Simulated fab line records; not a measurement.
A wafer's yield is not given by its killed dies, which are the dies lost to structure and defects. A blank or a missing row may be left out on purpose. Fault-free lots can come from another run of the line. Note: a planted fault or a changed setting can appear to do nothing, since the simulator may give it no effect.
fab line records	flow sfqLine
record lots=15	wafers=44	lastDay=83
route steps=325 shown L0@6
lots that met no fault: from a run of the same line without faults
startH: the number of hours between the record's first day and the start of the first shown wafer of the lot	waitH: hours elapsed since this lot's preceding step	" unchanged from the row above	L1.1+2: a single row standing in for several wafers	- either no value or no given start	* or withheld: withheld	< > ~ a bound
route shown NAME@n: a module of which the file shows steps, and the number in the route of the first	usual: mean and standard deviation over wafers with no fault	same: alike in all rows	chamber/n: place in a boat	sites: each site's reading	_std_site: how widely they spread, as a standard deviation	_edge_site: inner sites' mean taken away from outer sites' mean	radiusMm: for every site, how far away it sits from the centre of the wafer	mask NAME#n: copy n	behind: tool/chamber where the wafer was last shaped	hold: the reason the lot was held/the length of the hold in hours/how it ended	device: whichever transistor did not switch (one of n, p or np)	end of line: tests of these same wafers at the route's end	where a step has no rows: the recipe by itself	killed: at the first sort, the dies lost to defects and structure; wafer yield is something else	map: shows each die of a wafer: x if killed, . if not, _ if none is there
set.NAME: the setting as run; set.NAME@STEP: as run at that earlier step	model.NAME: the simulator's own value behind a step, which no gauge read
the route's steps for a sample of lots (tables are steps, rows are wafers)
services: the hour from which a tool's chamber was out of use, counted from the record's first day as startH (under 0 if before that day), plus the number of hours and why
## steps
# step SFQ_TRILAYER_L0_LITHO_COAT_010
# recipe resist=BARC	spinRpm=3000	resistThkNm=62
lot.wafer	tool	chamber	startH	waitH
L611.2+5+6	lithoTrack-01	0	12.79	0.1
L612.2+5+6	lithoTrack-03	0	17.79	0.1
L613.1+4+5	lithoTrack-01	0	22.74	0.1
L617.1+3+6	lithoTrack-03	0	42.74	0.1
L618.1+5+6	lithoTrack-03	0	47.74	0.1
L619.4+6	lithoTrack-03	0	52.89	0.2
L622.2+3+6	lithoTrack-03	0	67.79	0.1
L623.1+3+6	lithoTrack-01	0	72.74	0.1
L624.1+5+6	lithoTrack-04	0	77.74	0.1
L626.3+4+6	lithoTrack-01	0	87.84	0.1
L627.2+5+6	lithoTrack-01	0	92.79	0.1
L630.1+3+6	lithoTrack-04	0	107.74	0.1
L631.2+3+5	lithoTrack-01	0	112.79	0.1
L633.1+2+6	lithoTrack-01	0	122.83	0.1
L634.4+5+6	lithoTrack-03	0	127.89	0.2
# step SFQ_TRILAYER_L0_BARC_OPEN_METAL_ETCH_010
# recipe maskMaterial=PR	chemistry=O2	targetDepthNm=125	target=BARC	icpW=600	biasW=80	pressureMtorr=10	timeS=41.7
# usual drypumpMotorCurrentA=5.6/0.51	oesProductAu=0.685/0.005
# same timeS=41.7
lot.wafer	tool	chamber	startH	waitH	drypumpMotorCurrentA	oesProductAu	rfHoursCounterH
L611.2	rieMetal-02	1	82.21	0.1	6.0	0.677	165
L611.5	"	1	"	"	6.0	0.687	-
L611.6	"	0	"	"	6.6	0.679	-
L612.2	rieMetal-01	0	89.41	0.1	5.3	0.699	25
L612.5	"	1	"	"	5.7	0.685	-
L612.6	"	0	"	"	5.3	0.690	-
L613.1	rieMetal-02	1	94.21	0.1	5.9	0.681	167
L613.4	"	0	"	"	6.6	0.681	-
L613.5	"	1	"	"	5.9	0.686	-
L617.1	rieMetal-02	0	106.21	0.1	6.6	0.681	80
L617.3	"	1	"	"	5.9	0.686	-
L617.6	"	0	"	"	6.6	0.682	-
L618.1	rieMetal-03	1	111.53	0.1	5.0	0.685	78
L618.5	"	0	"	"	5.9	0.676	-
L618.6	"	1	"	"	5.0	0.703	-
L619.4	rieMetal-01	0	119.95	0.1	5.3	0.716	-
L619.6	"	0	"	"	5.3	0.711	-
L622.2	rieMetal-03	0	135.53	0.1	5.9	0.684	202
L622.3	"	1	"	"	5.0	0.680	-
L622.6	"	1	"	"	5.0	0.701	-
L623.1	rieMetal-03	1	143.86	0.1	5.0	0.685	84
L623.3	"	0	"	"	6.0	0.681	-
L623.6	"	1	"	"	5.0	0.695	-
L624.1	rieMetal-01	1	148.66	0.1	5.6	0.677	11
L624.5	"	0	"	"	5.3	0.691	-
L624.6	"	1	"	"	5.7	0.684	-
L626.3	rieMetal-03	1	161.90	0.1	5.0	0.689	-
L626.4	"	1	"	"	5.0	0.690	-
L626.6	"	1	"	"	5.0	0.683	-
L627.2	rieMetal-01	1	169.18	0.1	5.6	0.683	15
L627.5	"	0	"	"	5.3	0.687	-
L627.6	"	1	"	"	5.6	0.680	-
L630.1	rieMetal-02	1	186.73	0.1	5.9	0.688	184
L630.3	"	0	"	"	6.6	0.687	-
L630.6	"	1	"	"	5.9	0.684	-
L631.2	rieMetal-03	1	193.93	0.1	5.0	0.686	97
L631.3	"	0	"	"	5.9	0.685	-
L631.5	"	0	"	"	5.9	0.684	-
L633.1	rieMetal-03	1	202.33	0.1	5.0	0.687	99
L633.2	"	0	"	"	5.9	0.680	9
L633.6	"	0	"	"	5.9	0.679	-
L634.4	rieMetal-01	1	207.15	0.1	5.7	0.689	-
L634.5	"	0	"	"	5.3	0.681	-
L634.6	"	1	"	"	5.7	0.682	-
## services
tool	chamber	startH	hours	kind
rieMetal-03	-	16.27	14.6	pm
rieMetal-03	-	47.90	1.4	pm
rieMetal-01	1	66.90	-	clean
rieMetal-01	1	66.90	-	consumableReplace:focusRing
rieMetal-01	1	66.90	17.1	scheduledDown
rieMetal-01	1	66.90	17.1	ventCycle
rieMetal-02	-	73.26	2.8	pm
rieMetal-03	0	147.71	-	clean
rieMetal-03	0	147.71	14.8	scheduledDown
rieMetal-03	0	147.71	14.8	ventCycle
rieMetal-02	-	198.75	21.4	repair
rieMetal-02	-	199.00	1.1	repair
rieMetal-01	-	201.08	2.8	pm
## key
firstSign step=SFQ_TRILAYER_L0_BARC_OPEN_METAL_ETCH_010	reading=oesProductAu	direction=up	sigmas=4.6	usual=0.685	struck=0.708
effect none on later readings
metAt SFQ_TRILAYER_L0_LITHO_COAT_010
struckLots L618,L619,L622
struckWafers L618.6,L619.4,L619.6,L622.6
onsetBetween 42.74 47.74
fault kind=processParameterDrift	tool=lithoTrack-03	chamber=-	onsetH=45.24	steps=SFQ_TRILAYER_L0_LITHO_COAT_010	channel=resistThkNm	offset=4.4063	shape=step	endH=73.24	scope=struckWafersOnly	actsIn=theseRecipesOnly	stated=62
